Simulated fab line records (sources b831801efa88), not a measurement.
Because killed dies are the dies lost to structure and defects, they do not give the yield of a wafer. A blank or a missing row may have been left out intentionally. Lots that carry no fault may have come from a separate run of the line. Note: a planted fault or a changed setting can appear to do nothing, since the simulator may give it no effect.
Which of the tools did it? -- flow sky130 -- 6 lots, 18 wafers sampled, at 1 step of a route of 708

WHAT EACH GAUGE READ, for each wafer
SKY_FIELD_ISO_THK_MEAS_02.
lot,measured,on,FIELD_ISO_OXIDATION_00_THK (nm)
L461,day 1 18:53,film_metro-02,12.07 12.02 12.07
L465,day 2 19:12,film_metro-04,11.69 11.82 11.96
L469,day 3 16:43,film_metro-02,12.20 12.24 12.01
L473,day 4 08:19,film_metro-02,12.12 12.26 12.16
L478,day 5 07:24,film_metro-03,11.89 11.94 11.97
L480,day 5 16:26,film_metro-04,11.91 11.96 11.85

WHAT TOOL EACH LOT RAN ON (gives the tool, then ch and the chambers of the sampled wafers, and finally the start)
The record holds no process step before these readings.

THE ANSWER, worked out from the rows above alone
Rule: the usual values come from the lots themselves. Put in order of their means at a reading, lots are off if they are a third of the lots or fewer, leave a main group of 4 or more, and stand apart from it by a gap of 3 or more times the standard deviation of the main group's means; of several such gaps the widest counts. Not used: any main group whose means are identical at the precision the tables above print for the reading. A lot without any number at a reading at which 4 lots or more have one is off too. The other lots that the step has rows for count as sound.
Nothing can be told from this: no lot is off at any reading shown.

WHAT THE SIMULATOR HAD PUT IN
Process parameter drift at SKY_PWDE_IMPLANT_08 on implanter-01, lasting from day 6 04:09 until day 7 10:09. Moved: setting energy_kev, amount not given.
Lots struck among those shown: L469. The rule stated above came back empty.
